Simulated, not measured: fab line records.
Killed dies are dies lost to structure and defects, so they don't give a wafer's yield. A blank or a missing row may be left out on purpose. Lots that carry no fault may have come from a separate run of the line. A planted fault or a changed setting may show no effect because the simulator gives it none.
fab line records | flow sky130 | part 2 of 2: steps 27 to 33 of 33
[record] lots = 5 | wafers = 15 | last_day = 49
route steps=708 shown METAL1@456 VIA1@458 METAL2@483
lots untouched by any fault: they come from a run of this same line in which no faults occurred
start_h: start of the lot's first displayed wafer, in hours after the record's first day | wait_h: hours from the lot's prior step to this one | " unchanged from the row above | L1.1+2: a row that stands for several wafers | - no value, or no start was given | * or withheld: withheld | < > ~ a bound
route shown NAME@n: NAME is a module with steps in the file, n the number in the route of the first one | usual: mean and standard deviation over wafers with no fault | same: alike in all rows | chamber/n: place in a boat | sites: readings site by site | _std_site: standard deviation of those values | _edge_site: inner sites' mean taken away from outer sites' mean | radius_mm: for every site, how far away it sits from the centre of the wafer | mask NAME#n: copy n | behind: the last tool/chamber to shape the wafer | hold: the reason the lot was held/the length of the hold in hours/how it ended | device: which transistor (n, p or np) failed to switch | end of line: the same wafers' tests at the end of the route | a step without rows: its recipe alone | killed: count of dies lost to structure and defects at first sort (not the wafer's yield) | map: a wafer's dies, marking killed ones x, the rest . and places with no die _
set.NAME: the setting the step ran with; set.NAME@STEP: the setting that earlier step ran with | model.NAME: the simulator's own value behind a step, which no gauge read
a table for each step, a row for each wafer; lots at some steps of the route
services: when a tool's chamber went out of use (start_h, in hours from the record's first day, below 0 if earlier), for how many hours, and the reason
[[steps]]
[step SKY_VIA1_CMP_24]
[recipe] stop_on = SiO2 | t_overpolish_s = 15 | down_force_psi = 3.5 | platen_rpm = 60 | target_thk_nm = 0 | pad_velocity_m_s = 0.94248
[usual] motor_current_A = 11.1/0.97 | overpolish_run_s = 15.001/0.0084 | time_to_endpoint_s = 65.3/3
lot.wafer | tool   | chamber | start_h | wait_h | motor_current_A | overpolish_run_s | time_to_endpoint_s
L082.4    | cmp-02 | 3       | 858.69  | 0.0    | 11.0            | 14.992           | 67.9
L082.3    | "      | 2       | "       | "      | 10.1            | 15.004           | 65.3
L082.5    | "      | 0       | "       | "      | 9.8             | 14.992           | 65.5
L084.3    | cmp-02 | 1       | 871.24  | 0.0    | 11.4            | 14.987           | 64.9
L084.2    | "      | 0       | "       | "      | 10.8            | 15.002           | 69.4
L084.5    | "      | 2       | "       | "      | 9.8             | 15.008           | 69.2
L085.2    | cmp-02 | 1       | 882.66  | 0.0    | 10.7            | 14.993           | 60.4
L085.4    | "      | 3       | "       | "      | 10.9            | 15.008           | 66.5
L085.6    | "      | 2       | "       | "      | 10.0            | 14.983           | 68.4
L086.2    | cmp-02 | 0       | 888.52  | 0.0    | 9.7             | 14.990           | 67.4
L086.5    | "      | 0       | "       | "      | 10.1            | 15.006           | 67.1
L086.6    | "      | 1       | "       | "      | 10.9            | 14.998           | 67.9
L093.4    | cmp-02 | 1       | 937.07  | 0.1    | 11.0            | 14.997           | 63.0
L093.2    | "      | 2       | "       | "      | 9.5             | 15.023           | 65.1
L093.5    | "      | 0       | "       | "      | 9.6             | 15.011           | 67.6
[step SKY_METAL2_SPUTTER_00]
[recipe] material = Ti | target_thk_nm = 15 | power_w = 3000 | time_s = 10 | chamber_pressure_pa = 0.4
[usual] cathode_dc_power_W = 2999.9/0.54 | chamber_pressure_pa = 0.4001/0.00077 | throttle_valve_pct = 30.3/1.1
lot.wafer | tool           | chamber | start_h | wait_h | cathode_dc_power_W | chamber_pressure_pa | throttle_valve_pct
L082.3    | pvd_sputter-02 | -       | 858.99  | 0.1    | 3000.3             | 0.4001              | 29.2
L082.4    | "              | -       | "       | "      | 3000.0             | 0.3996              | 30.3
L082.5    | "              | -       | "       | "      | 2999.8             | 0.3999              | 29.9
L084.2    | pvd_sputter-01 | -       | 871.54  | 0.1    | 3000.0             | 0.3999              | 30.7
L084.3    | "              | -       | "       | "      | 2999.9             | 0.4003              | 30.4
L084.5    | "              | -       | "       | "      | 3000.1             | 0.4006              | 31.1
L085.2    | pvd_sputter-02 | -       | 882.96  | 0.2    | 3001.2             | 0.4014              | 31.1
L085.4    | "              | -       | "       | "      | 2999.9             | 0.3990              | 29.8
L085.6    | "              | -       | "       | "      | 2999.1             | 0.3998              | 29.0
L086.2    | pvd_sputter-02 | -       | 888.82  | 0.2    | 3000.0             | 0.3998              | 29.9
L086.5    | "              | -       | "       | "      | 3000.6             | 0.3984              | 29.9
L086.6    | "              | -       | "       | "      | 2999.0             | 0.4000              | 29.4
L093.2    | pvd_sputter-02 | -       | 937.27  | 0.1    | 2999.9             | 0.4008              | 29.1
L093.4    | "              | -       | "       | "      | 2999.5             | 0.3995              | 29.6
L093.5    | "              | -       | "       | "      | 3000.0             | 0.4006              | 31.1
[step SKY_METAL2_SPUTTER_01]
[recipe] material = TiN | target_thk_nm = 20 | power_w = 6500 | time_s = 16.7 | chamber_pressure_pa = 0.4
[usual] cathode_dc_power_W = 6500.0/1.2 | chamber_pressure_pa = 0.3999/0.00077 | throttle_valve_pct = 30.3/1.1
lot.wafer | tool           | chamber | start_h | wait_h | cathode_dc_power_W | chamber_pressure_pa | throttle_valve_pct
L082.3    | pvd_sputter-02 | -       | 859.01  | 0.0    | 6501.0             | 0.3997              | 29.5
L082.4    | "              | -       | "       | "      | 6500.3             | 0.4016              | 29.7
L082.5    | "              | -       | "       | "      | 6500.0             | 0.4012              | 30.2
L084.2    | pvd_sputter-01 | -       | 871.57  | 0.0    | 6499.2             | 0.3997              | 30.6
L084.3    | "              | -       | "       | "      | 6500.0             | 0.4018              | 30.5
L084.5    | "              | -       | "       | "      | 6499.4             | 0.3998              | 31.1
L085.2    | pvd_sputter-02 | -       | 882.99  | 0.0    | 6499.6             | 0.3994              | 31.0
L085.4    | "              | -       | "       | "      | 6501.3             | 0.4001              | 29.9
L085.6    | "              | -       | "       | "      | 6503.0             | 0.4012              | 29.4
L086.2    | pvd_sputter-02 | -       | 888.84  | 0.0    | 6499.8             | 0.3996              | 30.0
L086.5    | "              | -       | "       | "      | 6501.0             | 0.3994              | 29.6
L086.6    | "              | -       | "       | "      | 6500.6             | 0.3992              | 29.4
L093.2    | pvd_sputter-02 | -       | 937.29  | 0.0    | 6500.1             | 0.3983              | 29.2
L093.4    | "              | -       | "       | "      | 6500.4             | 0.3999              | 29.2
L093.5    | "              | -       | "       | "      | 6500.6             | 0.4006              | 31.0
[step SKY_METAL2_SPUTTER_02]
[recipe] material = AlCu | target_thk_nm = 250 | power_w = 10600 | time_s = 13.3 | chamber_pressure_pa = 0.4
[usual] cathode_dc_power_W = 10600/1.9 | chamber_pressure_pa = 0.3999/0.00071 | throttle_valve_pct = 30.3/1.1
lot.wafer | tool           | chamber | start_h | wait_h | cathode_dc_power_W | chamber_pressure_pa | throttle_valve_pct
L082.3    | pvd_sputter-02 | -       | 859.04  | 0.0    | 10601              | 0.4007              | 29.3
L082.4    | "              | -       | "       | "      | 10599              | 0.4015              | 30.0
L082.5    | "              | -       | "       | "      | 10600              | 0.3995              | 30.1
L084.2    | pvd_sputter-01 | -       | 871.59  | 0.0    | 10601              | 0.3997              | 30.8
L084.3    | "              | -       | "       | "      | 10601              | 0.4004              | 30.6
L084.5    | "              | -       | "       | "      | 10601              | 0.4006              | 31.1
L085.2    | pvd_sputter-02 | -       | 883.01  | 0.0    | 10603              | 0.3992              | 31.0
L085.4    | "              | -       | "       | "      | 10601              | 0.4005              | 30.0
L085.6    | "              | -       | "       | "      | 10601              | 0.4004              | 29.3
L086.2    | pvd_sputter-02 | -       | 888.87  | 0.0    | 10599              | 0.3998              | 30.3
L086.5    | "              | -       | "       | "      | 10598              | 0.3997              | 29.6
L086.6    | "              | -       | "       | "      | 10599              | 0.4001              | 29.0
L093.2    | pvd_sputter-02 | -       | 937.32  | 0.0    | 10597              | 0.4002              | 29.1
L093.4    | "              | -       | "       | "      | 10598              | 0.4006              | 29.4
L093.5    | "              | -       | "       | "      | 10599              | 0.4010              | 31.0
[step SKY_METAL2_SPUTTER_03]
[recipe] material = Ti | target_thk_nm = 5 | power_w = 3000 | time_s = 3.3 | chamber_pressure_pa = 0.4
[usual] cathode_dc_power_W = 3000.0/0.55 | chamber_pressure_pa = 0.3999/0.00082 | throttle_valve_pct = 30.3/1.2
lot.wafer | tool           | chamber | start_h | wait_h | cathode_dc_power_W | chamber_pressure_pa | throttle_valve_pct
L082.3    | pvd_sputter-02 | -       | 859.06  | 0.0    | 3000.1             | 0.4006              | 29.2
L082.4    | "              | -       | "       | "      | 2999.8             | 0.3998              | 29.8
L082.5    | "              | -       | "       | "      | 3000.0             | 0.3991              | 29.9
L084.2    | pvd_sputter-01 | -       | 871.62  | 0.0    | 2999.7             | 0.4002              | 30.5
L084.3    | "              | -       | "       | "      | 2999.9             | 0.4014              | 30.4
L084.5    | "              | -       | "       | "      | 3000.5             | 0.4012              | 31.2
L085.2    | pvd_sputter-02 | -       | 883.04  | 0.0    | 3000.5             | 0.4002              | 30.9
L085.4    | "              | -       | "       | "      | 2998.9             | 0.3996              | 29.8
L085.6    | "              | -       | "       | "      | 3000.5             | 0.4004              | 29.5
L086.2    | pvd_sputter-02 | -       | 888.89  | 0.0    | 2998.8             | 0.4014              | 30.2
L086.5    | "              | -       | "       | "      | 3000.6             | 0.4015              | 29.8
L086.6    | "              | -       | "       | "      | 3000.2             | 0.4009              | 29.2
L093.2    | pvd_sputter-02 | -       | 937.34  | 0.0    | 3000.4             | 0.3990              | 29.1
L093.4    | "              | -       | "       | "      | 3000.3             | 0.4000              | 29.3
L093.5    | "              | -       | "       | "      | 3001.0             | 0.4000              | 31.0
[step SKY_METAL2_SPUTTER_04]
[recipe] material = TiN | target_thk_nm = 70 | power_w = 6500 | time_s = 58.3 | chamber_pressure_pa = 0.4
[usual] cathode_dc_power_W = 6500.1/1.2 | chamber_pressure_pa = 0.3999/0.00081 | throttle_valve_pct = 30.3/1.1
lot.wafer | tool           | chamber | start_h | wait_h | cathode_dc_power_W | chamber_pressure_pa | throttle_valve_pct
L082.3    | pvd_sputter-02 | -       | 859.08  | 0.0    | 6500.1             | 0.4004              | 29.2
L082.4    | "              | -       | "       | "      | 6498.5             | 0.3999              | 29.7
L082.5    | "              | -       | "       | "      | 6501.6             | 0.4001              | 29.9
L084.2    | pvd_sputter-01 | -       | 871.63  | 0.0    | 6498.4             | 0.4001              | 30.5
L084.3    | "              | -       | "       | "      | 6499.9             | 0.4003              | 30.7
L084.5    | "              | -       | "       | "      | 6500.6             | 0.4003              | 31.0
L085.2    | pvd_sputter-02 | -       | 883.06  | 0.0    | 6500.4             | 0.3995              | 31.2
L085.4    | "              | -       | "       | "      | 6499.8             | 0.4002              | 30.0
L085.6    | "              | -       | "       | "      | 6501.2             | 0.3984              | 29.2
L086.2    | pvd_sputter-02 | -       | 888.91  | 0.0    | 6498.6             | 0.4002              | 30.0
L086.5    | "              | -       | "       | "      | 6500.3             | 0.3989              | 30.0
L086.6    | "              | -       | "       | "      | 6502.6             | 0.3985              | 29.1
L093.2    | pvd_sputter-02 | -       | 937.36  | 0.0    | 6500.1             | 0.4018              | 28.8
L093.4    | "              | -       | "       | "      | 6500.5             | 0.4001              | 29.3
L093.5    | "              | -       | "       | "      | 6500.6             | 0.4000              | 30.9
[step SKY_METAL2_RS_MEAS_05]
[recipe] thk_meas_gauge = four-point-probe | reads = TiN_of_METAL2_SPUTTER_04+Ti_of_METAL2_SPUTTER_03+AlCu_of_METAL2_SPUTTER_02+TiN_of_METAL2_SPUTTER_01+Ti_of_METAL2_SPUTTER_00
[usual] METAL2_ALCU_RS = 0.1269/0.0011
lot.wafer | tool          | chamber | start_h | wait_h | METAL2_ALCU_RS[ohm/sq]
L082.3    | film_metro-03 | -       | 859.17  | 0.1    | 0.1270
L082.4    | "             | -       | "       | "      | 0.1266
L082.5    | "             | -       | "       | "      | 0.1279
L084.2    | film_metro-01 | -       | 871.70  | 0.0    | 0.1268
L084.3    | "             | -       | "       | "      | 0.1284
L084.5    | "             | -       | "       | "      | 0.1281
L085.2    | film_metro-03 | -       | 883.12  | 0.0    | 0.1279
L085.4    | "             | -       | "       | "      | 0.1270
L085.6    | "             | -       | "       | "      | 0.1263
L086.2    | film_metro-03 | -       | 888.98  | 0.0    | 0.1277
L086.5    | "             | -       | "       | "      | 0.1264
L086.6    | "             | -       | "       | "      | 0.1273
L093.2    | film_metro-03 | -       | 937.43  | 0.0    | 0.1264
L093.4    | "             | -       | "       | "      | 0.1258
L093.5    | "             | -       | "       | "      | 0.1260
[[services]]
tool            | chamber | start_h | hours | kind
rie_diel-01     | 0       | 807.37  | 3.4   | repair
cmp-01          | -       | 807.81  | 5.0   | pm
cmp-01          | -       | 813.17  | 1.7   | repair
rie_diel-04     | -       | 822.18  | 1.0   | repair
cvd_w-02        | 1       | 824.18  | 12.7  | repair
rie_diel-03     | 0       | 826.05  | 93.0  | repair
cmp-02          | -       | 829.14  | 5.0   | repair
wet_bench-04    | -       | 834.24  | 3.1   | repair
krf_scanner-01  | -       | 858.04  | 2.6   | repair
cmp-02          | -       | 864.64  | 1.4   | repair
cmp-01          | -       | 871.36  | 5.0   | pm
rie_diel-03     | 2       | 871.97  | 3.3   | repair
krf_scanner-01  | -       | 879.05  | 4.4   | pm
krf_scanner-01  | -       | 886.28  | 0.8   | pm
hdpcvd-02       | 1       | 888.10  | 3.7   | repair
cmp-02          | -       | 895.44  | 0.3   | repair
plasma_asher-02 | -       | 897.78  | 9.1   | repair
krf_scanner-01  | -       | 899.56  | 1.3   | pm
cmp-02          | -       | 902.34  | 2.1   | repair
cmp-01          | -       | 912.00  | 4.0   | pm
rie_diel-03     | -       | 919.24  | 2.8   | pm
hdpcvd-02       | -       | 921.85  | 2.8   | pm
hdpcvd-02       | 0       | 925.82  | 22.0  | repair
cmp-01          | -       | 930.56  | 11.6  | repair
